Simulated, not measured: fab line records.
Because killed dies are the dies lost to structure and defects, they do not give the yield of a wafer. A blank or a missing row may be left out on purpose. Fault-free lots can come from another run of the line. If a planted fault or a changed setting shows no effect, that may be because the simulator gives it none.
Which tool is to blame?	flow sky130	13 lots with 37 wafers sampled at 5 steps, on a route of 708 steps

WHAT THE GAUGES SHOWED, per wafer
The record holds no reading of a measuring or inspecting step that can be judged against a usual standard deviation.

EACH LOT AND THE TOOL THAT RAN IT (in order: tool; ch and the chambers of the sampled wafers; start)
lot	SKY_CONTACT_ETCH_18	SKY_CONTACT_STRIP_19	SKY_CONTACT_CMP_27	SKY_METAL1_SPUTTER_00	SKY_PAD_OPEN_PROBE_99
L123	rie diel-01 ch 0,1,2, day 31 08:00	plasma asher-04 ch 0,1, day 31 08:23	cmp-01 ch 0,1, day 31 09:49	pvd sputter-01, day 31 10:07	-
L125	rie diel-01 ch 0,1,3, day 32 01:00	plasma asher-02 ch 1, day 32 01:34	cmp-02 ch 1,2, day 32 02:33	pvd sputter-04, day 32 02:51	-
L126	rie diel-02 ch 1,2, day 32 06:00	plasma asher-01 ch 0,1, day 32 06:04	cmp-01 ch 0,2,3, day 32 07:01	pvd sputter-02, day 32 07:19	-
L129	rie diel-03 ch 0,1,2, day 33 09:00	plasma asher-02 ch 0,1, day 33 09:43	cmp-02 ch 0,1,2, day 33 10:59	pvd sputter-02, day 33 11:17	-
L130	rie diel-01 ch 2,3, day 33 21:00	plasma asher-04 ch 0,1, day 33 21:22	cmp-02 ch 0,1,2, day 33 22:26	pvd sputter-02, day 33 22:38	prober-02, day 47 10:37
L131	rie diel-03 ch 0,1,3, day 34 18:00	plasma asher-02 ch 0,1, day 34 18:40	cmp-02 ch 0,2,3, day 34 19:37	pvd sputter-02, day 34 19:55	prober-01, day 48 02:07
L132	rie diel-02 ch 2,3, day 35 11:00	plasma asher-02 ch 0,1, day 35 11:44	cmp-02 ch 0,1,3, day 35 12:44	pvd sputter-04, day 35 12:56	-
L133	rie diel-03 ch 0,3, day 35 11:00	plasma asher-04 ch 0,1, day 35 11:55	cmp-01 ch 1,2,3, day 35 12:56	pvd sputter-02, day 35 13:11	prober-01, day 48 16:02
L136	rie diel-01 ch 1,2, day 36 11:00	plasma asher-04 ch 0,1, day 36 11:28	cmp-02 ch 0,1,2, day 36 12:33	pvd sputter-04, day 36 12:45	prober-02, day 49 09:55
L137	rie diel-03 ch 0,1, day 36 12:00	plasma asher-04 ch 1, day 36 12:37	cmp-01 ch 0,3, day 36 13:34	pvd sputter-01, day 36 13:52	prober-01, day 49 10:17
L139	rie diel-03 ch 0,1, day 36 20:00	plasma asher-02 ch 0,1, day 36 20:53	cmp-01 ch 1,2, day 36 21:53	pvd sputter-01, day 36 22:08	prober-01, day 49 17:14
L145	rie diel-02 ch 0,3, day 38 12:00	plasma asher-01 ch 0,1, day 38 12:31	cmp-01 ch 1,2,3, day 38 13:33	pvd sputter-01, day 38 13:45	-
L146	rie diel-02 ch 1,2, day 38 16:00	plasma asher-01 ch 0,1, day 38 16:13	cmp-01 ch 1,2,3, day 38 17:13	pvd sputter-01, day 38 17:28	prober-02, day 50 21:10
- SKY_CONTACT_ETCH_18: etches Si3N4 in CHF3/O2, stops on TiN, time 39 s, target depth 75 nm.
- SKY_CONTACT_STRIP_19: strips in O2/N2.
- SKY_CONTACT_CMP_27: polishes, stops on SiO2, t overpolish 15 s, target thk 0 nm.
- SKY_METAL1_SPUTTER_00: material Ti, target thk 15 nm, time 10 s.
- SKY_PAD_OPEN_PROBE_99

AS READ BY THE TOOLS THEMSELVES (means over the sampled wafers that have a number; for cases with no such wafer, the mark the record gives instead)
SKY_CONTACT_ETCH_18.
lot	tool	drypump motor current A (A)	oes product au (a.u.)	throttle valve pct (%)
L123	rie diel-01	5.5	0.864	8.790
L125	rie diel-01	5.7	0.854	8.791
L126	rie diel-02	6.1	0.856	8.793
L129	rie diel-03	5.6	0.853	8.782
L130	rie diel-01	5.3	0.853	8.786
L131	rie diel-03	5.8	0.852	8.795
L132	rie diel-02	5.9	0.855	8.793
L133	rie diel-03	5.8	0.858	8.791
L136	rie diel-01	5.7	0.854	8.799
L137	rie diel-03	5.8	0.842	8.806
L139	rie diel-03	5.7	0.847	8.797
L145	rie diel-02	6.0	0.849	8.785
L146	rie diel-02	6.2	0.854	8.800

SKY_CONTACT_STRIP_19.
lot	tool	drypump motor current A (A)	o2 flow sccm (sccm)	oes product au (a.u.)	strip time to endpoint s (s)
L123	plasma asher-04	5.8	3006	0.382	3.590
L125	plasma asher-02	4.7	3003	0.379	3.592
L126	plasma asher-01	5.3	3001	0.378	3.603
L129	plasma asher-02	5.0	3004	0.378	3.602
L130	plasma asher-04	5.9	2990	0.384	3.609
L131	plasma asher-02	5.4	2999	0.379	3.622
L132	plasma asher-02	5.4	2996	0.381	3.612
L133	plasma asher-04	5.9	2993	0.381	3.617
L136	plasma asher-04	5.9	3004	0.379	3.612
L137	plasma asher-04	5.8	2999	0.382	3.712
L139	plasma asher-02	5.2	2992	0.383	3.732
L145	plasma asher-01	5.4	3003	0.379	3.662
L146	plasma asher-01	5.4	2999	0.383	3.631

SKY_CONTACT_CMP_27.
lot	tool	motor current A (A)	slurry filter dp kPa (kPa)
L123	cmp-01	10.3	13.51
L125	cmp-02	10.7	13.61
L126	cmp-01	11.2	13.48
L129	cmp-02	10.3	13.48
L130	cmp-02	10.2	13.57
L131	cmp-02	10.6	13.56
L132	cmp-02	10.6	13.52
L133	cmp-01	11.7	13.47
L136	cmp-02	10.5	13.44
L137	cmp-01	10.6	13.52
L139	cmp-01	10.9	13.45
L145	cmp-01	11.4	13.50
L146	cmp-01	11.3	13.54

SKY_METAL1_SPUTTER_00.
lot	tool	throttle valve pct (%)
L123	pvd sputter-01	28.9
L125	pvd sputter-04	30.2
L126	pvd sputter-02	29.0
L129	pvd sputter-02	29.0
L130	pvd sputter-02	29.7
L131	pvd sputter-02	29.5
L132	pvd sputter-04	29.5
L133	pvd sputter-02	29.2
L136	pvd sputter-04	29.8
L137	pvd sputter-01	29.4
L139	pvd sputter-01	29.3
L145	pvd sputter-01	29.5
L146	pvd sputter-01	29.6

SKY_PAD_OPEN_PROBE_99.
lot	tool	killed_at_M0_to_M3	killed_at_M4_up	killed at contacts	killed at front end	killed at other	killed dies	killed on rim	killed open	killed short
L130	prober-02	41	2.0	26	15	0.0	84	16	44	40
L131	prober-01	45	4.7	24	18	0.7	92	16	47	44
L133	prober-01	44	4.7	19	17	0.3	84	18	41	44
L136	prober-02	48	5.3	22	12	0.0	87	16	44	43
L137	prober-01	54	1.0	190	17	0.5	264	60	54	40
L139	prober-01	42	5.0	180	15	0.0	242	54	42	44
L146	prober-02	34	3.0	27	16	0.0	80	18	42	37

THE ANSWER, worked out from the rows above alone
Rule: the lots themselves supply what counts as usual. The widest of any qualifying gaps counts: lots, ordered by their means at a reading, are off when they make up no more than a third of the lots, leave a main group of 4 or more, and stand apart from it by 3 or more times the standard deviation of that group's means. If all means in a main group match to the digits the tables above print for the reading, that group is not used. A lot without any number at a reading at which 4 lots or more have one is off too. Where the step has rows for the other lots, those lots are counted as sound. After the gauges, taken in route order, come the tools' own readings; for these a lot's mean is taken, as printed above. At the first step where some lot is off, the reading lying furthest off is the one used; lots without a number count as furthest.
Off at SKY_PAD_OPEN_PROBE_99 (killed at contacts): L137, L139. Mean 24 and standard deviation 2.9 in the main group. Neither off nor sound, because the step has no rows for them: L123, L125, L126, L129, L132, L145.
If a tool, at that step or one of the process steps before it, ran each lot that is off and ran no sound lot following the first of them, it fits. 2 tools fit, rie diel-03 at SKY_CONTACT_ETCH_18 and prober-01 at SKY_PAD_OPEN_PROBE_99, so this cannot tell which one it is.

WHAT THE SIMULATOR PUT IN
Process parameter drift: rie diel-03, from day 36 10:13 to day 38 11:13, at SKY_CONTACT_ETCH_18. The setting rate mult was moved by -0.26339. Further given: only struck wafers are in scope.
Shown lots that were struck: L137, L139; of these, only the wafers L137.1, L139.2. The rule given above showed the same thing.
